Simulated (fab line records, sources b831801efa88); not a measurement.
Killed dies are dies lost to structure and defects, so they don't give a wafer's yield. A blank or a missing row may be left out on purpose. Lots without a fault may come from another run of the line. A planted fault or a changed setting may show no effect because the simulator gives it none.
fab line records | flow sky130
record lots=14 wafers=42 last_day=50
route steps=708 shown FIELD_ISO@15 VIA1@471 METAL2@486
lots that met no fault: from a run of the same line without faults
start_h: hours from the record's first day to the start of the lot's first wafer shown | wait_h: hours since the lot's step before | " the same as in the row above | L1.1+2: a row that stands for several wafers | - no value, or no start given | * or withheld: withheld | < > ~ a bound
route shown NAME@n: a module of which the file shows steps, and the number in the route of the first | usual: mean/standard deviation of fault-free wafers | same: alike in all rows | chamber/n: place in a boat | sites: the reading at each site | _std_site: their standard deviation | _edge_site: outer sites' mean less inner sites' | radius_mm: how far each site lies from the wafer's centre | mask NAME#n: copy n | behind: the tool/chamber that last shaped the wafer | hold: why the lot was held/for how many hours/how that ended | device: the transistor (n, p or np) that didn't switch | end of line: the same wafers' tests at the end of the route | a step without rows: its recipe alone | killed: dies lost to structure and defects at the first sort, not the wafer's yield | map: a wafer's dies, x killed, . not, _ none there
set.NAME: the setting as run; set.NAME@STEP: as run at that earlier step | model.NAME: the simulator's own value behind a step, which no gauge read
steps of the route over a sample of lots; a table a step, a row a wafer
services: from which hour (start_h, from the record's first day; less than 0 if before it) a tool's chamber was out of use, for how many hours, and why
## steps
# step SKY_FIELD_ISO_ETCH_14
# recipe chemistry=N2/H2 target=BARC ion_energy_ev=200 source_w=500 bias_w=100 pressure_mtorr=30 n2_flow_sccm=100 h2_flow_sccm=200 stop_on=SiO2 time_s=45.9 target_depth_a=600
# usual drypump_motor_current_A=5.5/0.43 n2_flow_sccm=100.0/0.31 oes_product_au=0.855/0.0044 run_length_s=74.2/0.46 throttle_valve_pct=13.225/0.0087
# columns lot.wafer tool chamber start_h wait_h drypump_motor_current_A n2_flow_sccm oes_product_au rf_hours_counter_h run_length_s throttle_valve_pct
L673.1 rie_diel-01 3 31.74 0.1 5.6 99.5 0.856 52 73.5 13.225
L673.2 " 2 " " 5.7 99.9 0.861 50 73.8 13.220
L673.5 " 0 " " 5.7 100.1 0.849 - 73.9 13.217
L674.2 rie_diel-02 1 32.80 0.1 5.3 99.4 0.858 87 74.0 13.228
L674.3 " 2 " " 5.4 100.1 0.850 131 74.4 13.200
L674.6 " 1 " " 5.3 100.0 0.849 - 73.9 13.208
L675.3 rie_diel-02 1 38.30 0.1 5.3 100.6 0.851 87 73.7 13.232
L675.5 " 3 " " 4.7 100.2 0.859 - 74.7 13.216
L675.6 " 2 " " 5.3 99.7 0.848 - 74.5 13.226
L684.3 rie_diel-02 3 89.24 0.1 4.6 99.5 0.993 115 35.9 13.223
L684.4 " 2 " " 5.4 100.3 0.850 132 74.4 13.233
L684.5 " 3 " " 4.7 100.1 0.980 - 36.0 13.225
L685.1 rie_diel-02 3 92.34 0.1 4.6 100.0 1.003 115 36.0 13.245
L685.2 " 0 " " 5.3 100.1 0.858 95 74.6 13.233
L685.5 " 1 " " 5.3 99.8 0.853 - 74.3 13.218
L686.2 rie_diel-04 2 96.44 0.1 5.0 99.8 0.851 6 73.6 13.230
L686.3 " 3 " " 6.1 99.9 0.859 6 73.9 13.220
L686.5 " 3 " " 6.1 100.1 0.860 - 73.6 13.236
L687.3 rie_diel-01 3 102.44 0.1 5.5 99.6 0.846 53 73.2 13.225
L687.5 " 0 " " 5.6 99.5 0.858 - 74.3 13.233
L687.6 " 3 " " 5.6 99.8 0.855 - 74.0 13.214
L688.1 rie_diel-04 3 108.14 0.1 6.1 99.8 0.850 7 73.9 13.223
L688.2 " 0 " " 6.1 99.5 0.856 0 74.4 13.238
L688.4 " 2 " " 5.0 100.4 0.850 6 73.4 13.213
L689.2 rie_diel-01 0 112.49 0.1 5.6 100.0 0.853 99 74.4 13.220
L689.3 " 3 " " 5.6 99.7 0.860 54 74.1 13.233
L689.5 " 1 " " 6.0 99.5 0.853 - 74.0 13.219
L691.2 rie_diel-04 2 122.84 0.1 5.0 100.3 0.856 7 73.7 13.236
L691.4 " 0 " " 6.1 100.6 0.854 0 74.5 13.216
L691.6 " 1 " " 5.5 100.1 0.856 - 74.5 13.220
L692.2 rie_diel-04 1 127.25 0.1 5.5 99.7 0.855 134 74.6 13.228
L692.3 " 3 " " 6.1 100.2 0.851 7 74.0 13.211
L692.4 " 2 " " 5.0 99.5 0.853 7 73.7 13.209
L693.1 rie_diel-04 3 132.59 0.1 6.0 99.6 0.852 7 73.9 13.241
L693.3 " 0 " " 6.1 100.2 0.854 1 74.1 13.235
L693.5 " 3 " " 6.1 99.7 0.849 - 73.7 13.217
L694.3 rie_diel-04 2 137.29 0.1 5.0 100.1 0.857 7 73.5 13.224
L694.4 " 1 " " 5.5 99.9 0.849 134 74.9 13.238
L694.5 " 2 " " 5.1 100.3 0.853 - 73.5 13.224
L695.2 rie_diel-01 2 143.24 0.1 5.7 100.0 0.861 52 73.9 13.228
L695.3 " 3 " " 5.6 100.2 0.858 54 73.2 13.224
L695.4 " 0 " " 5.6 99.8 0.851 99 74.1 13.230
# step SKY_FIELD_ISO_ETCH_15
# recipe chemistry=CHF3/O2 target_depth_nm=180 stop_on=Si source_w=600 bias_w=200 pressure_mtorr=40 chf3_flow_sccm=50 O2_flow_sccm=5 time_s=72
# usual O2_flow_sccm=5.000/0.014 drypump_motor_current_A=5.5/0.43 oes_product_au=0.949/0.0062 run_length_s=100.3/0.46 throttle_valve_pct=8.844/0.0087
# columns lot.wafer tool chamber start_h wait_h O2_flow_sccm drypump_motor_current_A oes_product_au rf_hours_counter_h run_length_s throttle_valve_pct
L673.1 rie_diel-01 3 31.78 0.0 5.000 5.6 0.953 52 99.6 8.845
L673.2 " 2 " " 4.982 5.7 0.955 50 99.9 8.846
L673.5 " 0 " " 4.988 5.6 0.946 - 100.8 8.856
L674.2 rie_diel-02 1 32.84 0.0 5.011 5.3 0.943 87 99.8 8.842
L674.3 " 2 " " 4.991 5.3 0.956 131 100.5 8.846
L674.6 " 1 " " 5.011 5.3 0.947 - 99.7 8.848
L675.3 rie_diel-02 1 38.34 0.0 5.017 5.3 0.954 87 99.7 8.856
L675.5 " 3 " " 5.000 4.6 0.956 - 101.2 8.840
L675.6 " 2 " " 4.985 5.4 0.954 - 100.7 8.857
L684.3 rie_diel-02 3 89.28 0.0 5.007 4.6 0.365 115 100.5 8.668
L684.4 " 2 " " 5.005 5.4 0.951 132 100.6 8.836
L684.5 " 3 " " 5.001 4.7 0.372 - 101.0 8.688
L685.1 rie_diel-02 3 92.38 0.0 4.994 4.6 0.366 115 101.3 8.676
L685.2 " 0 " " 5.002 5.3 0.953 95 101.2 8.843
L685.5 " 1 " " 4.986 5.3 0.964 - 100.2 8.843
L686.2 rie_diel-04 2 96.48 0.0 4.993 5.0 0.947 6 99.5 8.834
L686.3 " 3 " " 5.011 6.1 0.946 6 99.8 8.824
L686.5 " 3 " " 4.993 6.0 0.946 - 99.7 8.851
L687.3 rie_diel-01 3 102.48 0.0 5.004 5.6 0.954 53 99.8 8.852
L687.5 " 0 " " 5.033 5.6 0.947 - 100.1 8.836
L687.6 " 3 " " 5.008 5.6 0.949 - 99.9 8.852
L688.1 rie_diel-04 3 108.18 0.0 4.999 6.1 0.951 7 100.1 8.851
L688.2 " 0 " " 5.009 6.0 0.942 0 100.4 8.830
L688.4 " 2 " " 4.999 5.1 0.950 6 99.8 8.844
L689.2 rie_diel-01 0 112.53 0.0 5.015 5.6 0.946 99 100.3 8.827
L689.3 " 3 " " 4.962 5.5 0.954 54 99.5 8.842
L689.5 " 1 " " 5.009 6.0 0.954 - 100.4 8.852
L691.2 rie_diel-04 2 122.88 0.0 5.001 5.0 0.959 7 99.5 8.848
L691.4 " 0 " " 5.004 6.1 0.949 0 100.4 8.831
L691.6 " 1 " " 4.984 5.6 0.950 - 100.4 8.858
L692.2 rie_diel-04 1 127.29 0.0 5.000 5.5 0.955 134 100.4 8.845
L692.3 " 3 " " 4.997 6.1 0.958 7 99.9 8.866
L692.4 " 2 " " 5.014 5.0 0.952 7 99.6 8.857
L693.1 rie_diel-04 3 132.63 0.0 4.981 6.0 0.951 7 100.0 8.847
L693.3 " 0 " " 5.001 6.0 0.959 1 100.6 8.837
L693.5 " 3 " " 4.981 6.0 0.952 - 99.9 8.837
L694.3 rie_diel-04 2 137.33 0.0 4.975 5.0 0.946 7 99.5 8.852
L694.4 " 1 " " 5.015 5.6 0.935 134 100.4 8.856
L694.5 " 2 " " 4.988 5.0 0.948 - 99.7 8.836
L695.2 rie_diel-01 2 143.28 0.0 4.992 5.7 0.941 52 100.3 8.844
L695.3 " 3 " " 4.992 5.6 0.952 54 100.0 8.856
L695.4 " 0 " " 5.003 5.6 0.949 99 100.5 8.848
# step SKY_FIELD_ISO_STRIP_16
# recipe chemistry=O2/N2 power_w=1400 pressure_mtorr=1500 platen_temp_c=withheld o2_flow_sccm=3000 n2_flow_sccm=300 overash_fraction=0.5
# usual drypump_motor_current_A=5.7/0.4 n2_flow_sccm=300.0/0.92 oes_product_au=0.378/0.0048 strip_time_to_endpoint_s=3.55/0.036
# columns lot.wafer tool chamber start_h wait_h drypump_motor_current_A n2_flow_sccm oes_product_au rf_hours_counter_h strip_time_to_endpoint_s
L673.1 plasma_asher-01 0 31.84 0.0 5.1 299.1 0.378 34 3.53
L673.2 " 1 " " 5.6 300.2 0.382 34 3.52
L673.5 " 1 " " 5.6 300.9 0.380 - 3.57
L674.2 plasma_asher-03 1 32.90 0.0 5.4 301.5 0.370 36 3.47
L674.3 " 0 " " 6.3 299.7 0.374 - 3.48
L674.6 " 1 " " 5.4 299.9 0.378 - 3.47
L675.3 plasma_asher-03 1 38.43 0.1 5.5 299.9 0.375 - 3.50
L675.5 " 1 " " 5.4 300.4 0.383 - 3.58
L675.6 " 0 " " 6.3 299.2 0.388 - 3.51
L684.3 plasma_asher-03 0 89.37 0.1 6.3 300.3 0.398 - 3.95
L684.4 " 1 " " 5.4 300.2 0.374 - 3.50
L684.5 " 0 " " 6.3 301.1 0.393 - 3.96
L685.1 plasma_asher-03 1 92.44 0.0 5.4 302.0 0.395 41 3.98
L685.2 " 0 " " 6.3 299.5 0.388 41 3.61
L685.5 " 1 " " 5.4 301.1 0.375 - 3.52
L686.2 plasma_asher-01 0 96.54 0.0 5.1 299.2 0.378 40 3.57
L686.3 " 0 " " 5.1 299.0 0.375 - 3.53
L686.5 " 1 " " 5.6 301.6 0.381 - 3.53
L687.3 plasma_asher-04 0 102.57 0.1 5.4 299.1 0.378 - 3.51
L687.5 " 1 " " 5.8 300.9 0.379 - 3.56
L687.6 " 0 " " 5.4 299.2 0.384 - 3.51
L688.1 plasma_asher-04 1 108.24 0.0 5.7 298.6 0.373 43 3.55
L688.2 " 0 " " 5.4 299.8 0.381 43 3.60
L688.4 " 0 " " 5.4 299.1 0.382 - 3.57
L689.2 plasma_asher-03 1 112.59 0.0 5.4 298.9 0.382 43 3.55
L689.3 " 1 " " 5.4 299.5 0.374 - 3.53
L689.5 " 0 " " 6.3 300.2 0.373 - 3.49
L691.2 plasma_asher-04 1 122.94 0.0 5.8 299.3 0.374 45 3.53
L691.4 " 1 " " 5.8 299.5 0.384 - 3.57
L691.6 " 0 " " 5.4 301.2 0.379 - 3.61
L692.2 plasma_asher-03 1 127.35 0.0 5.4 300.5 0.375 45 3.59
L692.3 " 0 " " 6.3 301.1 0.376 - 3.55
L692.4 " 1 " " 5.4 300.8 0.377 - 3.56
L693.1 plasma_asher-03 1 132.69 0.0 5.4 299.7 0.375 45 3.53
L693.3 " 1 " " 5.4 300.9 0.377 - 3.56
L693.5 " 1 " " 5.4 301.7 0.381 - 3.49
L694.3 plasma_asher-03 0 137.42 0.1 6.2 299.7 0.388 - 3.57
L694.4 " 1 " " 5.4 299.7 0.382 - 3.57
L694.5 " 1 " " 5.4 299.3 0.377 - 3.59
L695.2 plasma_asher-03 0 143.34 0.0 6.3 301.1 0.381 46 3.50
L695.3 " 1 " " 5.4 299.0 0.377 - 3.58
L695.4 " 0 " " 6.3 299.5 0.378 - 3.58
# step SKY_VIA1_OVL_MEAS_13
# usual VIA1_OVL=-6/6.2
# columns lot.wafer tool chamber start_h wait_h VIA1_OVL[nm]
L673.1 overlay-02 - 790.40 0.1 -3
L673.2 " - " " 3
L673.5 " - " " 1
L674.2 overlay-02 - 794.45 0.1 -14
L674.3 " - " " -11
L674.6 " - " " -22
L675.3 overlay-01 - 804.67 0.1 -4
L675.5 " - " " 4
L675.6 " - " " -4
L685.2 overlay-02 - 884.15 0.1 -9
L685.5 " - " " -12
L684.4 overlay-02 - 884.61 0.1 -22
L686.2 overlay-02 - 888.95 0.1 -7
L686.3 " - " " -3
L686.5 " - " " -4
L687.3 overlay-02 - 896.76 0.1 -7
L687.5 " - " " -6
L687.6 " - " " -21
L688.1 overlay-02 - 904.30 0.1 -3
L688.2 " - " " -6
L688.4 " - " " -7
L689.2 overlay-02 - 907.25 0.1 -15
L689.3 " - " " -13
L689.5 " - " " -12
L691.2 overlay-01 - 924.55 0.1 -6
L691.4 " - " " -7
L691.6 " - " " -3
L692.2 overlay-01 - 934.90 0.1 2
L692.3 " - " " 0
L692.4 " - " " 0
L693.1 overlay-02 - 942.35 0.1 -4
L693.3 " - " " -9
L693.5 " - " " -9
L694.3 overlay-02 - 944.61 0.1 -5
L694.4 " - " " -8
L694.5 " - " " -11
L695.2 overlay-01 - 952.20 0.1 -5
L695.3 " - " " -6
L695.4 " - " " 0
# step SKY_VIA1_STRIP_16
# recipe chemistry=O2/N2 power_w=1400 pressure_mtorr=1500 platen_temp_c=withheld o2_flow_sccm=3000 n2_flow_sccm=300 overash_fraction=0.5
# usual drypump_motor_current_A=5.7/0.46 n2_flow_sccm=300.0/0.8 oes_product_au=0.416/0.0046 strip_time_to_endpoint_s=4.459/0.02
# columns lot.wafer tool chamber start_h wait_h drypump_motor_current_A n2_flow_sccm oes_product_au rf_hours_counter_h strip_time_to_endpoint_s
L673.1 plasma_asher-01 0 790.52 0.0 5.0 300.0 0.420 65 4.489
L673.2 " 1 " " 5.6 300.0 0.418 65 4.500
L673.5 " 1 " " 5.6 300.4 0.418 - 4.481
L674.2 plasma_asher-03 0 794.57 0.0 6.2 298.9 0.418 5 4.469
L674.3 " 1 " " 5.4 300.1 0.416 - 4.461
L674.6 " 0 " " 6.3 298.6 0.415 - 4.444
L675.3 plasma_asher-01 0 804.81 0.1 5.0 299.6 0.413 - 4.417
L675.5 " 1 " " 5.6 300.0 0.418 - 4.437
L675.6 " 0 " " 5.1 300.3 0.420 - 4.429
L685.2 plasma_asher-01 1 884.27 0.0 5.7 298.7 0.416 75 4.458
L685.5 " 1 " " 5.6 299.4 0.418 - 4.461
L684.4 plasma_asher-01 1 884.75 0.1 5.7 299.0 0.419 - 4.469
L686.2 plasma_asher-01 0 889.07 0.0 5.0 299.4 0.415 75 4.450
L686.3 " 0 " " 5.1 299.6 0.417 - 4.459
L686.5 " 1 " " 5.6 300.8 0.408 - 4.465
L687.3 plasma_asher-02 0 896.90 0.1 6.4 298.7 0.414 - 4.433
L687.5 " 1 " " 5.7 298.9 0.411 - 4.465
L687.6 " 0 " " 6.4 299.4 0.423 - 4.422
L688.1 plasma_asher-03 0 904.43 0.0 6.3 300.3 0.423 16 4.476
L688.2 " 1 " " 5.4 298.1 0.414 16 4.449
L688.4 " 0 " " 6.2 300.5 0.420 - 4.450
L689.2 plasma_asher-02 0 907.37 0.0 6.4 299.5 0.409 106 4.481
L689.3 " 0 " " 6.4 299.6 0.422 - 4.497
L689.5 " 0 " " 6.4 299.3 0.417 - 4.481
L691.2 plasma_asher-03 1 924.67 0.0 5.4 300.9 0.411 17 4.479
L691.4 " 0 " " 6.3 300.0 0.422 - 4.447
L691.6 " 0 " " 6.2 299.9 0.420 - 4.439
L692.2 plasma_asher-03 1 935.02 0.0 5.4 300.7 0.413 19 4.487
L692.3 " 0 " " 6.3 299.0 0.420 - 4.469
L692.4 " 1 " " 5.4 300.8 0.420 - 4.473
L693.1 plasma_asher-01 0 942.48 0.0 5.1 300.1 0.411 80 4.494
L693.3 " 1 " " 5.6 300.1 0.417 - 4.465
L693.5 " 0 " " 5.1 301.6 0.428 - 4.484
L694.3 plasma_asher-02 0 944.75 0.1 6.4 300.5 0.421 - 4.462
L694.4 " 1 " " 5.7 301.2 0.414 - 4.451
L694.5 " 0 " " 6.4 299.8 0.411 - 4.482
L695.2 plasma_asher-01 0 952.32 0.0 5.1 300.1 0.408 82 4.479
L695.3 " 1 " " 5.6 302.0 0.417 - 4.461
L695.4 " 0 " " 5.1 299.3 0.419 - 4.465
# step SKY_METAL2_SPUTTER_03
# recipe material=Ti target_thk_nm=5 power_w=3000 time_s=3.3 chamber_pressure_pa=0.4
# usual throttle_valve_pct=30.0/1.1
# columns lot.wafer tool chamber start_h wait_h throttle_valve_pct
L673.1 pvd_sputter-02 - 791.82 0.0 27.9
L673.2 " - " " 29.7
L673.5 " - " " 29.3
L674.2 pvd_sputter-02 - 795.87 0.0 29.8
L674.3 " - " " 31.7
L674.6 " - " " 28.2
L675.3 pvd_sputter-01 - 806.16 0.0 30.7
L675.5 " - " " 30.1
L675.6 " - " " 30.4
L685.2 pvd_sputter-01 - 885.81 0.0 30.2
L685.5 " - " " 30.5
L684.4 pvd_sputter-03 - 886.41 0.0 30.2
L686.2 pvd_sputter-01 - 890.36 0.0 30.0
L686.3 " - " " 31.1
L686.5 " - " " 31.2
L687.3 pvd_sputter-01 - 898.17 0.0 30.6
L687.5 " - " " 30.3
L687.6 " - " " 30.5
L688.1 pvd_sputter-01 - 905.76 0.0 30.9
L688.2 " - " " 30.5
L688.4 " - " " 30.6
L689.2 pvd_sputter-03 - 908.67 0.0 27.2
L689.3 " - " " 31.3
L689.5 " - " " 30.1
L691.2 pvd_sputter-01 - 925.96 0.0 30.8
L691.4 " - " " 30.2
L691.6 " - " " 30.4
L692.2 pvd_sputter-02 - 936.32 0.0 31.4
L692.3 " - " " 30.3
L692.4 " - " " 29.7
L693.1 pvd_sputter-02 - 943.79 0.0 28.2
L693.3 " - " " 31.5
L693.5 " - " " 30.2
L694.3 pvd_sputter-02 - 946.05 0.0 29.8
L694.4 " - " " 28.0
L694.5 " - " " 31.5
L695.2 pvd_sputter-02 - 953.82 0.0 31.3
L695.3 " - " " 29.7
L695.4 " - " " 30.2
## services
# columns tool chamber start_h hours kind
plasma_asher-01 - 7.87 10.4 repair
rie_diel-01 3 11.23 6.8 repair
rie_diel-04 3 25.45 8.3 repair
rie_diel-02 0 31.84 28.9 repair
rie_diel-04 1 55.47 6.5 repair
rie_diel-04 - 77.40 2.8 pm
rie_diel-04 2 171.27 6.3 repair
rie_diel-04 - 191.40 15.6 pm
plasma_asher-03 - 281.48 10.5 repair
rie_diel-04 2 297.99 9.4 repair
rie_diel-04 2 319.26 7.2 repair
rie_diel-04 1 401.89 6.1 repair
rie_diel-04 - 402.33 10.0 pm
rie_diel-04 3 460.77 9.6 repair
rie_diel-04 3 580.80 5.7 repair
rie_diel-04 1 608.30 4.7 repair
rie_diel-04 1 647.15 1.8 repair
plasma_asher-03 - 686.24 0.8 repair
plasma_asher-03 - 711.85 7.6 repair
rie_diel-04 3 727.87 2.7 repair
plasma_asher-03 - 733.75 9.0 pm
rie_diel-04 - 788.30 1.8 repair
plasma_asher-03 - 873.21 4.2 repair
plasma_asher-03 - 916.93 2.8 pm
## key
first_sign step=SKY_FIELD_ISO_ETCH_14 reading=run_length_s direction=down sigmas=82 usual=* struck=*
effect step=SKY_FIELD_ISO_ETCH_14 reading=oes_product_au direction=up sigmas=31 usual=0.855 struck=0.992
effect step=SKY_FIELD_ISO_ETCH_15 reading=oes_product_au direction=down sigmas=94 usual=0.949 struck=0.368
effect step=SKY_FIELD_ISO_STRIP_16 reading=strip_time_to_endpoint_s direction=up sigmas=11 usual=* struck=*
met_at SKY_FIELD_ISO_ETCH_14
struck_lots L684,L685
struck_wafers L684.3,L684.5,L685.1
later_rows_left_out L684.3,L684.5,L685.1
sort_left_out L684.3,L684.5,L685.1
tester_left_out L684,L685
not_acting_at SKY_VIA1_OVL_MEAS_13,SKY_VIA1_STRIP_16,SKY_METAL2_SPUTTER_03
onset_between 38.30 89.24
fault kind=process_parameter_drift tool=rie_diel-02 chamber=3 onset_h=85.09 steps=SKY_FIELD_ISO_ETCH_14 channel=time_s offset=* shape=step end_h=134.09 acts_in=* stated=*
# tester_left_out: of these lots the tester's yield and bins aren't shown, on N5 and GAA mostly nor the transistor test; their killed dies are dies lost to structure and defects alone, not to doping, threshold or leakage, so they don't give the yield
# sort_left_out: the simulated sort isn't trusted on such a fault, so these wafers' sort isn't shown, and their yield isn't known
# later_rows_left_out: the simulator's readings of these wafers behind a module that went badly wrong aren't trusted and aren't shown, but for the sort
